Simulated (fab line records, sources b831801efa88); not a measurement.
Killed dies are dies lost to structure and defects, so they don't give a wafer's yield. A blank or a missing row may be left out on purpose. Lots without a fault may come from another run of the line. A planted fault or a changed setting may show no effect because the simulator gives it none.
Tool commonality check | flow gf180mcu | 11 lots, 33 wafers sampled

WHY IT WAS OPENED
At GF_V3_RS_MEAS_24 the reading V3_W_RS is flagged on 2 of 11 lots. Wafers without a fault read 0.326 ohm/sq, standard deviation 0.0055.
Rule: a lot is flagged when every wafer of it that has a number lies more than 4 standard deviations from that mean, or none has a number. The other lots count as sound.

lot  | measured     | on            | V3_W_RS (ohm/sq), wafer by wafer | flag
L797 | day 22 00:33 | film_metro-04 | 0.321 0.320 0.316                |
L798 | day 22 13:38 | film_metro-03 | 0.324 0.311 0.322                |
L801 | day 23 14:37 | film_metro-04 | 0.333 0.328 0.330                |
L805 | day 25 10:18 | film_metro-02 | 0.321 0.333 0.315                |
L807 | day 26 18:13 | film_metro-02 | 0.394 0.390 0.380                | FLAGGED
L808 | day 26 23:02 | film_metro-02 | 0.374 0.393 0.375                | FLAGGED
L811 | day 27 03:25 | film_metro-02 | 0.329 0.330 0.333                |
L812 | day 27 19:14 | film_metro-03 | 0.329 0.331 0.329                |
L815 | day 28 09:15 | film_metro-03 | 0.325 0.329 0.327                |
L818 | day 29 01:45 | film_metro-04 | 0.325 0.328 0.334                |
L819 | day 29 09:55 | film_metro-04 | 0.327 0.328 0.329                |
The numbers of the flagged lots are 0.384 ohm/sq on average: +0.058 ohm/sq against the usual, or +11 standard deviations.

WHICH TOOL RAN EACH LOT
The record holds 3 process steps before the reading, out of a route of 602 steps. In each cell: the tool, then ch and the chambers that the sampled wafers went through, then the start.
lot  | flag    | GF_V3_ETCH_16                      | GF_V3_SPUTTER_22             | GF_V3_CVD_23
L797 |         | rie_diel-04 ch 1,2, day 21 23:41   | pvd_sputter-01, day 22 00:24 | cvd_w-02 ch 1, day 22 00:26
L798 |         | rie_diel-04 ch 1,2, day 22 12:44   | pvd_sputter-04, day 22 13:29 | cvd_w-02 ch 0,1, day 22 13:32
L801 |         | rie_diel-04 ch 1,2,3, day 23 13:36 | pvd_sputter-04, day 23 14:20 | cvd_w-01 ch 0, day 23 14:25
L805 |         | rie_diel-02 ch 1,3, day 25 09:26   | pvd_sputter-01, day 25 10:09 | cvd_w-02 ch 0,1, day 25 10:11
L807 | FLAGGED | rie_diel-03 ch 0,1,2, day 26 17:18 | pvd_sputter-02, day 26 18:01 | cvd_w-02 ch 0,1, day 26 18:06
L808 | FLAGGED | rie_diel-03 ch 0,2, day 26 22:08   | pvd_sputter-02, day 26 22:53 | cvd_w-02 ch 0,1, day 26 22:55
L811 |         | rie_diel-03 ch 2,3, day 27 02:31   | pvd_sputter-01, day 27 03:14 | cvd_w-01 ch 1, day 27 03:17
L812 |         | rie_diel-02 ch 0,2,3, day 27 18:20 | pvd_sputter-02, day 27 19:03 | cvd_w-01 ch 0,1, day 27 19:05
L815 |         | rie_diel-03 ch 0,2,3, day 28 08:23 | pvd_sputter-01, day 28 09:06 | cvd_w-01 ch 0,1, day 28 09:08
L818 |         | rie_diel-04 ch 0,1, day 29 00:50   | pvd_sputter-04, day 29 01:35 | cvd_w-01 ch 0,1, day 29 01:37
L819 |         | rie_diel-03 ch 0,1,2, day 29 09:03 | pvd_sputter-01, day 29 09:46 | cvd_w-01 ch 0,1, day 29 09:49
What these steps do:
- GF_V3_ETCH_16: etches BARC in N2/H2.
- GF_V3_SPUTTER_22: material TiN, target thk 10 nm, time 40 s.
- GF_V3_CVD_23: deposits W, target thk 350 nm, time 104.9 s.
- GF_V3_RS_MEAS_24: measures by four-point-probe.

FLAGGED OVER TOTAL, TOOL BY TOOL (the gauges that took the reading come last)
step             | tool           | lots run | flagged | share of the flagged lots | sound lots run after its first flagged lot
GF_V3_ETCH_16    | rie_diel-02    | 2        | 0       | none                      | -
GF_V3_ETCH_16    | rie_diel-03    | 5        | 2       | all                       | 3 (L811,L815,L819)
GF_V3_ETCH_16    | rie_diel-04    | 4        | 0       | none                      | -
GF_V3_SPUTTER_22 | pvd_sputter-01 | 5        | 0       | none                      | -
GF_V3_SPUTTER_22 | pvd_sputter-02 | 3        | 2       | all                       | 1 (L812)
GF_V3_SPUTTER_22 | pvd_sputter-04 | 3        | 0       | none                      | -
GF_V3_CVD_23     | cvd_w-01       | 6        | 0       | none                      | -
GF_V3_CVD_23     | cvd_w-02       | 5        | 2       | all                       | 0
GF_V3_RS_MEAS_24 | film_metro-02  | 4        | 2       | all                       | 1 (L811)
GF_V3_RS_MEAS_24 | film_metro-03  | 3        | 0       | none                      | -
GF_V3_RS_MEAS_24 | film_metro-04  | 4        | 0       | none                      | -

WHAT THE TABLE ALLOWS
4 rows of the table ran every flagged lot: rie_diel-03 at GF_V3_ETCH_16, pvd_sputter-02 at GF_V3_SPUTTER_22, cvd_w-02 at GF_V3_CVD_23, film_metro-02 at GF_V3_RS_MEAS_24.
- rie_diel-03 at GF_V3_ETCH_16: 2 of its 5 lots flagged. Sound lots ran on it after the first flagged one (L811, L815, L819), which a lasting fault on the whole tool wouldn't allow.
- pvd_sputter-02 at GF_V3_SPUTTER_22: 2 of its 3 lots flagged. Sound lots ran on it after the first flagged one (L812), which a lasting fault on the whole tool wouldn't allow.
- cvd_w-02 at GF_V3_CVD_23: 2 of its 5 lots flagged. Its last sound lot is L805 (day 25 10:11), its first flagged lot L807 (day 26 18:06): a fault that began between those two fits. Its own readings lie more than 4 standard deviations out on every wafer of the flagged lots: chamber_pressure_Torr.
- film_metro-02 at GF_V3_RS_MEAS_24: 2 of its 4 lots flagged. Sound lots ran on it after the first flagged one (L811), which a lasting fault on the whole tool wouldn't allow.
One tool is left: cvd_w-02 at GF_V3_CVD_23.

WHAT THE SIMULATOR HAD PUT IN
Process parameter drift: cvd_w-02, from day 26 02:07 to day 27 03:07, at GF_V3_CVD_23. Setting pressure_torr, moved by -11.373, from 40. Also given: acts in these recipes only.
Lots struck among those shown: L807, L808. The rule above found the same.
